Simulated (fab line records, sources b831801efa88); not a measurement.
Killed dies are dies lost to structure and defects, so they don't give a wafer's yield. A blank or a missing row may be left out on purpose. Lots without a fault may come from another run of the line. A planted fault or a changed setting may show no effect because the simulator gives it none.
A struck lot beside a sound one | flow gf180mcu | 14 steps out of a route of 602
Sound: wafers L861.1, L861.4, L861.5. Struck: wafers L864.3, L864.4, L864.5. The cause comes at the end.
At each step with rows: each side's tool, then ch and its chambers, then its first start. Under that, the readings that differ: sound wafers | struck wafers | difference of the means | sigmas: that difference in standard deviations of wafers without a fault.
alike: readings whose means differ by less than 2 such deviations, and words and numbers that are the same on both sides. not compared: withheld readings, readings that some wafer has no value for, bounds like >300 that may hide the same value, and numbers for which the record gives no deviation and whose values overlap.
The two part at a step that has a row with sigmas, a row that says differs or no value, or rows on one side only. Numbers that don't overlap but have no deviation are shown without sigmas and don't part them. A reading that every wafer of one side lacks parts them only if that side has two wafers or more.

first, 2 steps without rows for these wafers: GF_M4_CLEAN_19 (cleans in DIW); GF_V4_CVD_00 (deposits SiO2, target thk 600 nm, time 100 s).
GF_V4_THK_MEAS_01:
  sound on film_metro-03, day 25 05:53; struck on film_metro-01, day 26 21:39
  alike: V4_CVD_00_THK
GF_V4_CVD_02: deposits SiO2 from TEOS, target thk 850 nm, time 94.851 s.
  sound on pecvd-03 ch 0,2, day 25 05:57; struck on pecvd-03 ch 0,1,2, day 26 21:41
  alike: heater_power_w
  not compared: since_wet_clean_h
GF_V4_THK_MEAS_03:
  sound on film_metro-02, day 25 06:01; struck on film_metro-02, day 26 21:47
  alike: V4_CVD_02_THK
GF_V4_CMP_04: polishes SiO2.
  sound on cmp-01 ch 0,2, day 25 06:05; struck on cmp-01 ch 1,3, day 26 21:52
  alike: motor_current_A, time_to_endpoint_s
GF_V4_BOW_MEAS_05:
  sound on film_metro-01, day 25 06:23; struck on film_metro-01, day 26 22:10
  alike: V4_BOW
then, 5 steps without rows for these wafers: GF_V4_DEHYDRATE_06 (time 60 s); GF_V4_HMDS_07 (prime time 60 s); GF_V4_COAT_08; GF_V4_COAT_09 (resist thk 1000 nm); GF_V4_SOFTBAKE_10 (time 60 s).
GF_V4_EXPOSE_11: exposes mask Via4, target cd 260 nm.
  sound on krf_scanner-02 ch 0, day 25 17:17; struck on krf_scanner-01, day 27 06:56
  no value came back on the struck wafers for exposure_dose_mJ_cm2, focus_offset_nm (nm); on the sound wafers exposure_dose_mJ_cm2 reads 37.99 37.98 38.05
  alike: mask
then, 1 step without rows for these wafers: GF_V4_PEB_12 (peb time 90 s).

WHERE THEY PART
Only at GF_V4_EXPOSE_11, within this record.

WHY: what the simulator had put in
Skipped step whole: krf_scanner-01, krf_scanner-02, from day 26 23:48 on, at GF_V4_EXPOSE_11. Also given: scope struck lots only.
